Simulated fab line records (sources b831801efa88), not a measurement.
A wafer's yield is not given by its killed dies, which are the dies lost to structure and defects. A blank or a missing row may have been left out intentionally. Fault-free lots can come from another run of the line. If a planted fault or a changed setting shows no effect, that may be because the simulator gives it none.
Chamber matching | flow gf180mcu | GF_CONTACT_CVD_02 on pecvd-02 has 3 sister chambers
The step deposits SiO2 from TEOS, target thk 860 nm, time 95.992 s. 3 wafers are shown with their chamber, then 11 later ones without.

== WAFERS, EACH WITH ITS CHAMBER ==
wafer  | chamber | heater-power-w (W)
L088.3 | 0       | 587
L088.4 | 2       | 796
L089.2 | 1       | 753

== WAFERS MISSING THEIR CHAMBER ==
wafer  | heater-power-w (W)
L089.3 | 553
L089.4 | 662
L093.1 | 657
L093.2 | 553
L093.5 | 621
L094.3 | 719
L094.4 | 651
L094.5 | 764
L095.1 | 750
L095.3 | 558
L095.4 | 777

== CHAMBER TAKEN BY EACH ==
wafer  | from the rows above          | in truth
L089.3 | 0                            | 0
L089.4 | can't be placed: 0 or 1 or 2 | 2
L093.1 | can't be placed: 0 or 1 or 2 | 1
L093.2 | 0                            | 0
L093.5 | 0                            | 0
L094.3 | can't be placed: 1 or 2      | 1
L094.4 | can't be placed: 0 or 1 or 2 | 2
L094.5 | can't be placed: 1 or 2      | 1
L095.1 | can't be placed: 1 or 2      | 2
L095.3 | 0                            | 0
L095.4 | can't be placed: 2 or 1      | 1
Correctly placed: 4 of 11. Unplaceable from these rows: 7, with the true chamber sitting among the candidates in 7. Wrongly placed: 0.
How it was worked out, from the rows above alone: a wafer's distance from a chamber is the root of the sum, over the readings, of the square of ((its reading less the chamber's mean) divided by the reading's scatter). If the next closest chamber is less than 2 further off than the closest, the wafer can't be placed; otherwise it belongs to the closest. For every chamber, the mean is computed from those of its wafers that are shown. The scatter: with one shown wafer a chamber, the root of the mean of the squares of how far each hidden wafer lies from its nearest shown one.
